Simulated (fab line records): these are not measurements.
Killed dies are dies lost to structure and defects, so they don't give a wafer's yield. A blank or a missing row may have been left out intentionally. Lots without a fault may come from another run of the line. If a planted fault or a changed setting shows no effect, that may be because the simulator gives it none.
fab line records	flow sky130
record: lots: 6	wafers: 18	last_day: 50
route steps=708 shown VIA3@589 METAL4@598 PAD_OPEN@708
lots untouched by any fault: they come from a run of this same line in which no faults occurred
start_h: hours from the record's opening day to when the first of the lot's shown wafers began	wait_h: hours since the lot's step before	" repeats the value in the row above	L1.1+2: a single row standing in for several wafers	- no value present, or no start provided	* or withheld: withheld	< > ~ a bound
route shown NAME@n: names a module that has steps shown in the file, with the first one's number in the route	usual: mean/standard deviation of fault-free wafers	same: alike in all rows	chamber/n: place in a boat	sites: the reading at each site	_std_site: how widely they spread, as a standard deviation	_edge_site: the outer-site mean with the inner-site mean subtracted	radius_mm: for every site, how far away it sits from the centre of the wafer	mask NAME#n: copy n	behind: the tool/chamber that last shaped the wafer	hold: reason for holding the lot/hours on hold/outcome of the hold	device: whichever transistor did not switch (one of n, p or np)	end of line: at the end of the route, the tests of the same wafers	step lacking rows: just its recipe	killed: dies that structure and defects cost at the first sort, which is not the same as the wafer's yield	map: a wafer's dies, marking killed ones x, the rest . and places with no die _
set.NAME: the setting that was run; set.NAME@STEP: the one run at that earlier step	model.NAME: the simulator's own value behind a step, which no gauge read
lots at some steps of the route; a table a step, a row a wafer
services: when a tool's chamber went out of use (start_h, in hours from the record's first day, below 0 if earlier), for how many hours, and the reason
== steps ==
step: SKY_VIA3_STRIP_16
recipe: chemistry: O2/N2	power_w: 1400	pressure_mtorr: 1500	platen_temp_c: withheld	o2_flow_sccm: 3000	n2_flow_sccm: 300	overash_fraction: 0.5
step: SKY_VIA3_STRIP_17
recipe: chemistry: post_etch_residue_remover	time_s: 1200	temp_c: 72.5
step: SKY_VIA3_CLEAN_18
recipe: chemistry: IPA	time_s: 180	temp_c: 25
step: SKY_VIA3_CLEAN_19
recipe: chemistry: O3/DIW	dry: n2_spin
step: SKY_VIA3_SPUTTER_20
recipe: material: TiN	target_thk_nm: 20	chamber_pressure_pa: 5	power_w: 4000	time_s: 80
usual: throttle_valve_pct: 29.3/1.1
lot.wafer	tool	chamber	start_h	wait_h	throttle_valve_pct
L862.1	pvd_sputter-04	-	933.50	0.0	28.8
L862.4	"	-	"	"	28.4
L862.5	"	-	"	"	30.6
L870.2	pvd_sputter-03	-	1003.87	0.0	28.3
L870.4	"	-	"	"	30.3
L870.5	"	-	"	"	29.6
L872.2	pvd_sputter-02	-	1016.04	0.0	30.2
L872.3	"	-	"	"	30.6
L872.4	"	-	"	"	28.7
L873.1	pvd_sputter-03	-	1032.43	0.0	27.8
L873.3	"	-	"	"	28.5
L873.6	"	-	"	"	27.8
L878.3	pvd_sputter-02	-	1054.32	0.0	30.7
L878.4	"	-	"	"	30.2
L878.6	"	-	"	"	30.2
L883.1	pvd_sputter-02	-	1076.77	0.0	27.9
L883.2	"	-	"	"	30.4
L883.6	"	-	"	"	30.7
step: SKY_VIA3_CVD_21
recipe: material: W	target_thk_nm: 390	time_s: 117.31	temp_c: 400	pressure_torr: 40
step: SKY_VIA3_RS_MEAS_22
recipe: thk_meas_gauge: four-point-probe	reads: W_of_VIA3_CVD_21+TiN_of_VIA3_SPUTTER_20
usual: VIA3_W_RS: 0.296/0.0042
lot.wafer	tool	chamber	start_h	wait_h	VIA3_W_RS[ohm/sq]
L862.1	film_metro-02	-	933.68	0.1	0.290
L862.4	"	-	"	"	0.289
L862.5	"	-	"	"	0.293
L870.2	film_metro-03	-	1004.08	0.1	0.295
L870.4	"	-	"	"	0.295
L870.5	"	-	"	"	0.290
L872.2	film_metro-02	-	1016.25	0.1	0.295
L872.3	"	-	"	"	0.303
L872.4	"	-	"	"	0.296
L873.1	film_metro-02	-	1032.80	0.3	0.295
L873.3	"	-	"	"	0.291
L873.6	"	-	"	"	0.295
L878.3	film_metro-01	-	1054.54	0.1	0.300
L878.4	"	-	"	"	0.294
L878.6	"	-	"	"	0.303
L883.1	film_metro-03	-	1076.96	0.1	0.295
L883.2	"	-	"	"	0.303
L883.6	"	-	"	"	0.297
step: SKY_VIA3_THK_MEAS_23
recipe: thk_meas_gauge: xrf	reads: W_of_VIA3_CVD_21
usual: VIA3_W_THK: 391/6.5
lot.wafer	tool	chamber	start_h	wait_h	VIA3_W_THK[nm]
L862.1	film_metro-02	-	933.80	0.1	401
L862.4	"	-	"	"	404
L862.5	"	-	"	"	396
L870.2	film_metro-03	-	1004.19	0.1	397
L870.4	"	-	"	"	395
L870.5	"	-	"	"	406
L872.2	film_metro-02	-	1016.36	0.1	391
L872.3	"	-	"	"	383
L872.4	"	-	"	"	390
L873.1	film_metro-02	-	1032.92	0.1	391
L873.3	"	-	"	"	399
L873.6	"	-	"	"	394
L878.3	film_metro-01	-	1054.64	0.1	388
L878.4	"	-	"	"	394
L878.6	"	-	"	"	384
L883.1	film_metro-03	-	1077.08	0.1	395
L883.2	"	-	"	"	387
L883.6	"	-	"	"	392
step: SKY_VIA3_CMP_24
recipe: stop_on: SiO2	t_overpolish_s: 20	down_force_psi: 3.5	platen_rpm: 60	target_thk_nm: 0	pad_velocity_m_s: 0.94248
usual: motor_current_A: 11.2/0.9	overpolish_run_s: 19.999/0.0098	time_to_endpoint_s: 94/3.9
same: t_overpolish_s: 20
lot.wafer	tool	chamber	start_h	wait_h	motor_current_A	overpolish_run_s	time_to_endpoint_s
L862.4	cmp-01	2	934.32	0.5	11.3	20.009	92
L862.1	"	3	"	"	12.5	20.000	97
L862.5	"	1	"	"	10.9	20.007	96
L870.2	cmp-01	2	1004.24	0.0	10.8	20.020	89
L870.4	"	0	"	"	9.9	19.995	88
L870.5	"	3	"	"	12.1	19.990	95
L872.4	cmp-02	3	1016.41	0.0	12.1	19.997	99
L872.3	"	1	"	"	11.8	19.994	93
L872.2	"	2	"	"	11.1	19.999	100
L873.3	cmp-02	0	1033.20	0.2	11.9	19.990	95
L873.1	"	1	"	"	11.2	19.992	97
L873.6	"	3	"	"	12.0	19.998	99
L878.4	cmp-01	2	1054.88	0.2	11.5	19.992	98
L878.3	"	1	"	"	11.3	19.990	93
L878.6	"	3	"	"	11.8	20.001	97
L883.2	cmp-01	1	1077.24	0.1	10.6	19.987	89
L883.1	"	2	"	"	11.4	19.983	90
L883.6	"	3	"	"	11.9	19.996	89
step: SKY_METAL4_SPUTTER_00
recipe: material: Ti	target_thk_nm: 15	power_w: 3000	time_s: 10	chamber_pressure_pa: 0.4
usual: throttle_valve_pct: 29.7/1.2
lot.wafer	tool	chamber	start_h	wait_h	throttle_valve_pct
L862.1	pvd_sputter-04	-	934.52	0.1	30.4
L862.4	"	-	"	"	28.2
L862.5	"	-	"	"	31.4
L870.2	pvd_sputter-01	-	1004.54	0.2	29.2
L870.4	"	-	"	"	31.4
L870.5	"	-	"	"	29.1
L872.2	pvd_sputter-04	-	1016.71	0.1	28.6
L872.3	"	-	"	"	30.4
L872.4	"	-	"	"	31.4
L873.1	pvd_sputter-04	-	1033.40	0.1	28.4
L873.3	"	-	"	"	28.8
L873.6	"	-	"	"	28.3
L878.3	pvd_sputter-01	-	1055.18	0.1	28.9
L878.4	"	-	"	"	31.3
L878.6	"	-	"	"	31.4
L883.1	pvd_sputter-03	-	1077.44	0.1	28.0
L883.2	"	-	"	"	29.9
L883.6	"	-	"	"	28.2
step: SKY_METAL4_SPUTTER_01
recipe: material: TiN	target_thk_nm: 20	power_w: 6500	time_s: 16.7	chamber_pressure_pa: 0.4
usual: throttle_valve_pct: 29.7/1.2
lot.wafer	tool	chamber	start_h	wait_h	throttle_valve_pct
L862.1	pvd_sputter-04	-	934.54	0.0	30.4
L862.4	"	-	"	"	28.6
L862.5	"	-	"	"	31.1
L870.2	pvd_sputter-01	-	1004.56	0.0	29.4
L870.4	"	-	"	"	31.3
L870.5	"	-	"	"	29.6
L872.2	pvd_sputter-04	-	1016.73	0.0	28.3
L872.3	"	-	"	"	30.6
L872.4	"	-	"	"	31.3
L873.1	pvd_sputter-04	-	1033.42	0.0	28.4
L873.3	"	-	"	"	28.9
L873.6	"	-	"	"	28.2
L878.3	pvd_sputter-01	-	1055.20	0.0	28.9
L878.4	"	-	"	"	31.3
L878.6	"	-	"	"	31.5
L883.1	pvd_sputter-03	-	1077.46	0.0	28.3
L883.2	"	-	"	"	29.5
L883.6	"	-	"	"	28.1
step: SKY_METAL4_SPUTTER_02
recipe: material: AlCu	target_thk_nm: 735	power_w: 10600	time_s: 39.1	chamber_pressure_pa: 0.4
usual: throttle_valve_pct: 29.7/1.2
lot.wafer	tool	chamber	start_h	wait_h	throttle_valve_pct
L862.1	pvd_sputter-04	-	934.57	0.0	30.3
L862.4	"	-	"	"	28.4
L862.5	"	-	"	"	31.6
L870.2	pvd_sputter-01	-	1004.59	0.0	29.1
L870.4	"	-	"	"	31.5
L870.5	"	-	"	"	29.1
L872.2	pvd_sputter-04	-	1016.76	0.0	28.4
L872.3	"	-	"	"	30.4
L872.4	"	-	"	"	31.7
L873.1	pvd_sputter-04	-	1033.45	0.0	28.5
L873.3	"	-	"	"	28.9
L873.6	"	-	"	"	28.5
L878.3	pvd_sputter-01	-	1055.22	0.0	28.6
L878.4	"	-	"	"	31.5
L878.6	"	-	"	"	31.3
L883.1	pvd_sputter-03	-	1077.49	0.0	28.0
L883.2	"	-	"	"	29.7
L883.6	"	-	"	"	28.1
step: SKY_METAL4_SPUTTER_03
recipe: material: Ti	target_thk_nm: 5	power_w: 3000	time_s: 3.3	chamber_pressure_pa: 0.4
usual: throttle_valve_pct: 29.8/1.2
lot.wafer	tool	chamber	start_h	wait_h	throttle_valve_pct	model.Ti_of_METAL4_SPUTTER_03.thk_nm
L862.1	pvd_sputter-04	-	934.61	0.0	30.2	4.933
L862.4	"	-	"	"	28.4	5.012
L862.5	"	-	"	"	31.6	4.931
L870.2	pvd_sputter-01	-	1004.62	0.0	29.3	4.923
L870.4	"	-	"	"	31.6	5.135
L870.5	"	-	"	"	29.3	4.918
L872.2	pvd_sputter-04	-	1016.79	0.0	28.7	4.825
L872.3	"	-	"	"	30.4	4.835
L872.4	"	-	"	"	31.3	3.516
L873.1	pvd_sputter-04	-	1033.49	0.0	28.3	3.802
L873.3	"	-	"	"	28.9	5.032
L873.6	"	-	"	"	28.2	3.796
L878.3	pvd_sputter-01	-	1055.26	0.0	28.7	4.828
L878.4	"	-	"	"	31.3	4.712
L878.6	"	-	"	"	31.5	4.797
L883.1	pvd_sputter-03	-	1077.52	0.0	28.2	5.05
L883.2	"	-	"	"	29.4	5.081
L883.6	"	-	"	"	28.0	5.008
step: SKY_METAL4_SPUTTER_04
recipe: material: TiN	target_thk_nm: 70	power_w: 6500	time_s: 58.3	chamber_pressure_pa: 0.4
step: SKY_PAD_OPEN_PROBE_99
usual: defect_limited_yield: 82.4/1.9	killed_at_M0_to_M3: 44/6.5	killed_at_M4_up: 3.0/1.5	killed_at_contacts: 25/5.1	killed_at_front_end: 14/4.1	killed_at_other: 0.3/0.57	killed_dies: 87/9.5	killed_on_rim: 17/3.9	killed_open: 48/6.8	killed_short: 39/6.2	sort_bin_3_pad_short: 0.8/0.42	sort_bin_5_function: 10.4/1.4	sort_bin_6_memory: 6.3/1.2	sort_n_pass: 405/9.5	sort_yield_pct: 82.4/1.9
same: gross_dies: 492	killed_at_back_side: 0	sort_bin_4_leakage[%]: 0	sort_bin_8_speed[%]: 0
lot.wafer	tool	chamber	start_h	wait_h	defect_limited_yield[%]	killed_at_M0_to_M3	killed_at_M4_up	killed_at_contacts	killed_at_front_end	killed_at_other	killed_dies	killed_on_rim	killed_open	killed_short	sort_bin_3_pad_short[%]	sort_bin_5_function[%]	sort_bin_6_memory[%]	sort_n_pass	sort_yield_pct[%]
L862.1	prober-01	-	1078.99	0.1	83.7	41	3	21	15	0	80	18	40	39	0.8	9.6	5.9	412	83.7
L862.4	prober-01	-	1079.14	0.2	81.3	38	4	37	13	0	92	17	53	38	0.4	11.2	7.1	400	81.3
L862.5	prober-01	-	1079.19	0.2	80.5	53	3	26	14	0	96	18	54	42	1.4	10.6	7.5	396	80.5
L870.2	prober-01	-	1136.58	0.1	84.6	39	2	19	16	0	76	13	41	35	1.2	9.1	5.1	416	84.6
L870.4	prober-01	-	1136.68	0.2	84.3	36	2	27	12	0	77	10	50	27	0.8	9.6	5.3	415	84.3
L870.5	prober-01	-	1136.73	0.2	80.9	59	5	23	7	0	94	21	46	48	1.6	11.2	6.3	398	80.9
L872.2	prober-01	-	1148.05	0.1	80.7	53	5	21	15	1	95	23	46	47	1.0	11.8	6.5	397	80.7
L872.3	prober-01	-	1148.10	0.2	80.7	49	2	29	15	0	95	15	61	33	0.6	11.2	7.5	397	80.7
L872.4	prober-01	-	1148.15	0.2	81.5	40	3	30	18	0	91	19	44	47	0.6	9.6	8.3	401	81.5
L873.1	prober-01	-	1163.46	0.1	81.9	46	4	24	15	0	89	21	54	33	0.2	11.4	6.5	403	81.9
L873.3	prober-01	-	1163.56	0.2	83.9	41	0	22	16	0	79	14	43	36	1.2	10.0	4.9	413	83.9
L873.6	prober-01	-	1163.71	0.2	80.7	57	1	24	11	2	95	19	50	45	1.2	11.0	7.1	397	80.7
L878.3	prober-01	-	1179.83	0.2	81.3	39	2	31	19	1	92	17	51	41	1.0	12.4	5.3	400	81.3
L878.4	prober-01	-	1179.88	0.2	82.7	40	4	26	15	0	85	15	48	35	1.0	10.6	5.7	407	82.7
L878.6	prober-01	-	1179.98	0.2	82.7	37	3	24	19	2	85	13	43	39	1.0	10.8	5.5	407	82.7
L883.1	prober-01	-	1195.67	0.1	80.1	54	3	23	17	1	98	19	54	44	1.6	10.4	7.9	394	80.1
L883.2	prober-01	-	1195.72	0.1	83.3	44	2	22	13	1	82	18	55	27	0.2	8.9	7.5	410	83.3
L883.6	prober-01	-	1195.92	0.2	80.3	45	4	33	15	0	97	19	54	43	1.0	11.6	7.1	395	80.3
killed by level:class
L862.1 VIA1:geometric_particle:open=11 LOCAL_INTERCONNECT:geometric_particle:short=7 LI_CONTACT:geometric_particle:open=6 METAL1:geometric_particle:short=6 VIA1:geometric_particle:short=6 POLY_GATE:geometric_particle:open=4 POLY_GATE:geometric_particle:short=4 CONTACT:geometric_particle:open=4
L862.4 CONTACT:geometric_particle:open=20 VIA1:geometric_particle:open=10 CONTACT:geometric_particle:short=7 VIA1:geometric_particle:short=7 VIA3:geometric_particle:open=6 LOCAL_INTERCONNECT:geometric_particle:short=5 METAL1:geometric_particle:short=4 LI_CONTACT:geometric_particle:open=4
L862.5 VIA2:geometric_particle:open=12 CONTACT:geometric_particle:open=11 VIA1:geometric_particle:open=10 METAL2:geometric_particle:short=8 METAL1:geometric_particle:short=7 LI_CONTACT:geometric_particle:open=6 CONTACT:geometric_particle:short=5 VIA3:geometric_particle:open=5
L870.2 VIA1:geometric_particle:open=9 CONTACT:geometric_particle:open=7 FIELD_ISO:geometric_particle:open=6 VIA3:geometric_particle:open=6 VIA1:geometric_particle:short=6 VIA2:geometric_particle:open=5 LOCAL_INTERCONNECT:geometric_particle:short=4 METAL2:geometric_particle:short=4
L870.4 VIA1:geometric_particle:open=10 CONTACT:geometric_particle:open=9 VIA2:geometric_particle:open=8 LI_CONTACT:geometric_particle:open=7 VIA3:geometric_particle:open=6 LOCAL_INTERCONNECT:geometric_particle:short=5 METAL2:geometric_particle:short=5 FIELD_ISO:geometric_particle:open=4
L870.5 CONTACT:geometric_particle:open=11 VIA2:geometric_particle:open=11 VIA1:geometric_particle:open=10 VIA3:geometric_particle:open=10 METAL1:geometric_particle:short=7 METAL2:geometric_particle:short=6 VIA1:geometric_particle:short=6 VIA3:geometric_particle:short=5
L872.2 VIA1:geometric_particle:open=9 LI_CONTACT:geometric_particle:open=8 CONTACT:geometric_particle:open=7 METAL2:geometric_particle:short=7 VIA3:geometric_particle:open=7 FIELD_ISO:geometric_particle:short=5 METAL1:geometric_particle:short=5 VIA1:geometric_particle:short=5
L872.3 VIA1:geometric_particle:open=15 CONTACT:geometric_particle:open=14 METAL1:geometric_particle:short=8 VIA3:geometric_particle:open=8 VIA2:geometric_particle:open=7 FIELD_ISO:geometric_particle:short=6 LI_CONTACT:geometric_particle:open=5 FIELD_ISO:geometric_particle:open=4
L872.4 CONTACT:geometric_particle:open=13 VIA1:geometric_particle:open=7 METAL1:geometric_particle:short=5 CONTACT:geometric_particle:short=5 FIELD_ISO:geometric_particle:open=4 POLY_GATE:geometric_particle:short=4 LI_CONTACT:geometric_particle:short=4 LOCAL_INTERCONNECT:geometric_particle:short=4
L873.1 VIA3:geometric_particle:open=10 LI_CONTACT:geometric_particle:open=9 VIA1:geometric_particle:open=9 CONTACT:geometric_particle:open=8 VIA2:geometric_particle:open=7 VIA2:geometric_particle:short=5 METAL1:geometric_particle:short=5 POLY_GATE:geometric_particle:open=4
L873.3 CONTACT:geometric_particle:open=13 VIA1:geometric_particle:open=10 METAL1:geometric_particle:short=6 VIA3:geometric_particle:open=5 METAL1:geometric_particle:open=4 VIA1:geometric_particle:short=4 VIA2:geometric_particle:open=4 FIELD_ISO:geometric_particle:short=3
L873.6 VIA1:geometric_particle:open=21 METAL2:geometric_particle:short=10 LOCAL_INTERCONNECT:geometric_particle:short=8 LI_CONTACT:geometric_particle:open=7 POLY_GATE:geometric_particle:short=6 CONTACT:geometric_particle:open=6 VIA1:geometric_particle:short=6 VIA2:geometric_particle:open=6
L878.3 VIA1:geometric_particle:open=15 CONTACT:geometric_particle:open=14 FIELD_ISO:geometric_particle:open=5 LI_CONTACT:geometric_particle:open=5 LOCAL_INTERCONNECT:geometric_particle:short=5 VIA3:geometric_particle:short=5 METAL2:geometric_particle:short=5 FIELD_ISO:geometric_particle:short=4
L878.4 CONTACT:geometric_particle:open=12 LI_CONTACT:geometric_particle:open=8 VIA1:geometric_particle:open=8 VIA3:geometric_particle:open=7 FIELD_ISO:geometric_particle:short=5 METAL1:geometric_particle:short=5 VIA1:geometric_particle:short=5 VIA2:geometric_particle:open=4
L878.6 CONTACT:geometric_particle:open=8 VIA1:geometric_particle:open=8 CONTACT:geometric_particle:short=7 VIA2:geometric_particle:open=6 FIELD_ISO:geometric_particle:short=5 FIELD_ISO:geometric_particle:open=5 VIA1:geometric_particle:short=5 METAL2:geometric_particle:short=5
L883.1 VIA1:geometric_particle:open=17 VIA1:geometric_particle:short=10 LI_CONTACT:geometric_particle:open=9 CONTACT:geometric_particle:open=7 METAL1:geometric_particle:short=7 VIA2:geometric_particle:open=5 VIA3:geometric_particle:open=5 METAL2:geometric_particle:short=4
L883.2 VIA1:geometric_particle:open=16 CONTACT:geometric_particle:open=10 VIA2:geometric_particle:open=8 POLY_GATE:geometric_particle:open=5 LI_CONTACT:geometric_particle:open=5 METAL1:geometric_particle:short=5 VIA1:geometric_particle:short=5 LOCAL_INTERCONNECT:geometric_particle:short=4
L883.6 VIA1:geometric_particle:open=18 CONTACT:geometric_particle:open=10 LOCAL_INTERCONNECT:geometric_particle:short=8 CONTACT:geometric_particle:short=6 METAL2:geometric_particle:short=6 VIA1:geometric_particle:short=5 POLY_GATE:geometric_particle:open=4 LI_CONTACT:geometric_particle:open=4
== services ==
tool	chamber	start_h	hours	kind
cmp-02	-	912.00	4.0	pm
cmp-02	-	916.00	-	consumable_replace:conditioner
cmp-02	-	916.00	-	consumable_replace:pad
pvd_sputter-01	-	916.74	4.8	repair
pvd_sputter-03	-	928.37	8.4	repair
cmp-02	-	934.04	22.8	pm
pvd_sputter-01	1	941.59	-	consumable_replace:kit
pvd_sputter-01	1	941.59	18.0	scheduled_down
pvd_sputter-01	1	941.59	18.0	vent_cycle
cmp-01	-	959.63	1.4	repair
cmp-01	-	963.62	5.5	pm
pvd_sputter-04	-	1023.68	0.9	repair
pvd_sputter-02	0	1027.83	-	consumable_replace:kit
pvd_sputter-02	0	1027.83	18.0	scheduled_down
pvd_sputter-02	0	1027.83	18.0	vent_cycle
cmp-02	-	1028.33	2.2	repair
pvd_sputter-03	1	1029.37	-	consumable_replace:kit
pvd_sputter-03	1	1029.37	18.0	scheduled_down
pvd_sputter-03	1	1029.37	18.0	vent_cycle
cmp-01	-	1049.66	1.7	repair
cmp-02	-	1058.57	3.3	repair
pvd_sputter-01	-	1066.42	2.5	repair
cmp-02	-	1074.14	2.7	repair
== key ==
first_sign none at tools or gauges
model_effect: step: SKY_METAL4_SPUTTER_03	value: Ti_of_METAL4_SPUTTER_03.thk_nm	without: 4.917	struck: 3.705
met_at SKY_METAL4_SPUTTER_03
struck_wafers L872.4,L873.1,L873.6
onset_between 934.61 1016.79
fault: kind: process_parameter_drift	tool: pvd_sputter-04	chamber: -	onset_h: 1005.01	steps: SKY_METAL4_SPUTTER_03	channel: target_thk_nm	offset: -1.212	shape: step	end_h: 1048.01	scope: struck_wafers_only	acts_in: these_recipes_only	stated: 5
